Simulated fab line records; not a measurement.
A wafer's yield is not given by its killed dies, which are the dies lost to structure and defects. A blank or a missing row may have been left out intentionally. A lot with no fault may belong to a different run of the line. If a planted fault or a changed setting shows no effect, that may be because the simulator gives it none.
Split-lot trial ; flow sky130 ; 23 wafers read across 5 lots, on a route 708 steps long

THE SPLIT ITSELF
At SKY_VT_ADJUST_NCORE_DEVELOP_06 (develop time 60 s), the setting dev_temp_c was moved away from the recipe's 23 C on 9 of the 23 wafers read, by -14.1% to +14.9%. This setting was run at the recipe's value on the other wafers.

Split to reading: the file shows no intervening step.

THE READING
Shown in nm: cd_nm at SKY_VT_ADJUST_NCORE_CD_MEAS_07, with target cd 380 nm. Typical for fault-free wafers on this fab line: 379.5 nm, with standard deviation 2.9 nm.

wafer;tool, chamber at the split;dev_temp_c as run, C;against the recipe;cd_nm, nm;against lot-mates on the recipe
L077.1;litho_track-01, 0;23;recipe;378.2;-
L077.2;litho_track-01, 0;25.49;+10.8%;373.3;-6.8
L077.3;litho_track-01, 0;25.49;+10.8%;371.3;-8.8
L077.4;litho_track-01, 0;25.49;+10.8%;370.2;-9.9
L077.5;litho_track-01, 0;23;recipe;382.1;-
L079.1;litho_track-02, 0;21.05;-8.5%;382.3;+4.6
L079.2;litho_track-02, 0;23;recipe;377.2;-
L079.3;litho_track-02, 0;23;recipe;377.5;-
L079.4;litho_track-02, 0;23;recipe;378.4;-
L079.5;litho_track-02, 0;21.05;-8.5%;384.1;+6.4
L080.2;litho_track-04, 0;19.76;-14.1%;390.6;+10.9
L080.3;litho_track-04, 0;23;recipe;380.6;-
L080.4;litho_track-04, 0;23;recipe;380.1;-
L080.5;litho_track-04, 0;19.76;-14.1%;389.7;+10.0
L080.6;litho_track-04, 0;23;recipe;378.3;-
L083.1;litho_track-01, 0;23;recipe;380.1;-
L083.3;litho_track-01, 0;23;recipe;380.0;-
L083.4;litho_track-01, 0;23;recipe;378.5;-
L083.5;litho_track-01, 0;26.42;+14.9%;368.6;-10.9
L083.6;litho_track-01, 0;26.42;+14.9%;367.8;-11.7
L085.1;litho_track-04, 0;23;recipe;385.2;-
L085.2;litho_track-04, 0;23;recipe;383.7;-
L085.4;litho_track-04, 0;23;recipe;386.1;-

THE FIT
A straight line over all 23 wafers: cd_nm changes by -0.72 nm for each +1% of dev_temp_c; r = -0.91; the points scatter about the line by 2.5 nm.
The same after taking each lot's own level away (the mean of its wafers on the recipe; 23 wafers): -0.75 nm for each +1%; r = -0.98; scatter 1.1 nm.
That fit puts the effect of the largest move of dev_temp_c on the reading at 11 nm.
Measured against the standard deviation above, the lots' own levels, which go from 377.70 to 385.00 nm, span 2.5 times it.
The two slopes agree, so the slope changes little with the lot-to-lot level.
Check: -11.4 nm against its lot-mates is what the line predicts for one of the wafers moved furthest among these (+14.9%) when that wafer is left out of the fit. It came out at -10.9 nm against them.

ADDITIONAL SPLITS CARRIED BY THESE WAFERS
Note: prior to the reading, these wafers also went through further splits. Each is held against what the fit with the lots' levels taken away leaves over:
other split on the same wafers;wafers away from the commonest value;r with cd_nm (lot level and that fit taken away)
SKY_VT_ADJUST_LVTN_STRIP_20 o2_flow_sccm;8;+0.18

FILE'S OWN FIT
cd_nm changes by -0.748 nm for each +1% of dev_temp_c, r = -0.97.
